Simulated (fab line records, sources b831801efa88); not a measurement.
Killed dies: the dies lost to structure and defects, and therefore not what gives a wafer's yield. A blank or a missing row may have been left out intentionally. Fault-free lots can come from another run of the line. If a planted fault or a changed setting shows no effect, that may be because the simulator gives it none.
Chamber matching    flow gf180mcu    GF_V3_CMP_04 on cmp-02 has 4 sister chambers
The step polishes SiO2. 8 wafers are shown with their chamber, then 8 later ones without.

== WAFERS, EACH WITH ITS CHAMBER ==
wafer   chamber  motor current A (A)  time to endpoint s (s)
L209.5  3        11.7                 86
L209.6  0        10.8                 88
L212.1  1        11.2                 74
L212.6  0        10.8                 81
L214.1  2        13.3                 81
L214.2  3        11.2                 84
L214.6  1        11.6                 81
L223.2  2        12.7                 81

== WAFERS WHOSE CHAMBER IS MISSING ==
wafer   motor current A (A)  time to endpoint s (s)
L223.4  11.5                 79
L223.5  12.6                 80
L225.1  10.5                 83
L225.4  13.6                 90
L225.6  12.0                 90
L226.2  11.4                 74
L226.4  11.3                 82
L226.6  11.0                 83

== WHICH CHAMBER EACH WENT THROUGH ==
wafer    from the rows above                 in truth
L223.4   can't be placed: 1 or 3             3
L223.5   2                                   2
L225.1   0                                   0
L225.4   2                                   2
L225.6   can't be placed: 3 or 1 or 2 or 0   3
L226.2   1                                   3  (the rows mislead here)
L226.4   can't be placed: 3 or 1 or 0        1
L226.6   can't be placed: 0 or 3 or 1        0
Placed correctly: 3 of 8. From these rows, 4 cannot be placed; in 4 the true chamber is one of the candidates. Placed wrongly: 1.
How it was worked out, from the rows above alone: a wafer's distance from a chamber is the root of the sum, over the readings, of the square of ((its reading less the chamber's mean) divided by the reading's scatter). If the next closest chamber is less than 2 further off than the closest, the wafer can't be placed; otherwise it belongs to the closest. Each chamber's mean is taken over the wafers shown for it. The scatter is the square root of a quotient: the sum, over the shown wafers, of each reading's squared deviation from its chamber's mean, divided by wafers minus chambers.
